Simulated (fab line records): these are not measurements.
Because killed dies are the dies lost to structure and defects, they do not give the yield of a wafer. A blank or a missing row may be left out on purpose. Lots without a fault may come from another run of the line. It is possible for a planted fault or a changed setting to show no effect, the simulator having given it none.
8D (eight disciplines) problem report, filled in by code | flow gf180mcu | the parts of the form that need people (team, actions taken, sign-off) are left out

## 1. THE ISSUE
Wafers without a fault read 85.70 W, standard deviation 0.081; heater power total W at GF_V3_PEB_12 reads a mean of 86.63 W on 6 wafers belonging to 2 lots. Relative to the usual mean, that is a shift of +11 standard deviations.
The step: peb time 90 s.
First observed at day 25 00:36: wafer L960.2, on litho track-02. The record holds 42 wafers of 14 lots with a number at this step. Rule for "out" (also "out of limits"): further than 4 standard deviations from the usual mean. The other wafers with a number count as sound.

## 2. WHAT IT IS AND WHAT IT IS NOT
question                    | is                     | is not
which readings at this step | heater power total W   | chill plate temp C
which lots                  | L960, L964             | L956, L957, L959, L961, L969, L970, L971, L972, L973, L974, L976, L978
which wafers of those lots  | all that have a number | -
read on which tools         | litho track-02         | litho track-01, litho track-03
when                        | from day 25 00:36      | up to then (9 sound wafers); but 27 sound wafers of L961, L969, L970, L971, L972, L973, L974, L976, L978 came after

## 3. WHAT RULES OUT EACH SUSPECT
Counting: a tool at a process step up to the reading stays a suspect if it ran every lot that is out and no sound lot after the first of them.
- cvd w-01 at GF_V2_CVD_23 (deposits W, target thk 350 nm, time 104.94 s): ruled out as a lasting fault. Sound lots L961, L969 ran on it after its first lot that is out, L960 (day 23 01:46).
- litho track-02 at GF_V3_PEB_12 (peb time 90 s): ruled out as a lasting fault. Sound lots L971, L972, L976, L978 ran on it after its first lot that is out, L960 (day 25 00:36).
Left after counting: nothing in the record.

## 4. THE CAUSE (what the simulator had put in)
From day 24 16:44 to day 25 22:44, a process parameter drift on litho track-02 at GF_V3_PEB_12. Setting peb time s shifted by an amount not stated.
Counting ruled it out, wrongly.

## 5. THE EFFECT CHAIN, in route order
Each row: a reading whose mean over the struck wafers that have a number lies more than 3 standard deviations from the usual. Readings are gone through only where the record gives a usual standard deviation; hours: the median, over the lots, of the time from a lot's start at the first step in this table giving one to that lot's start at this step; sigmas: the change measured in usual standard deviations.
hours | step         | reading              | usual   | on struck wafers | change | sigmas
0     | GF_V3_PEB_12 | heater power total W | 85.70 W | 86.63            | +0.93  | +11
The process steps in it:
- GF_V3_PEB_12: peb time 90 s.

## 6. WHAT WOULD HAVE CAUGHT IT SOONER
In this record the first reading out of limits was taken at day 25 00:36, 8 hours after the fault began at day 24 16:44.
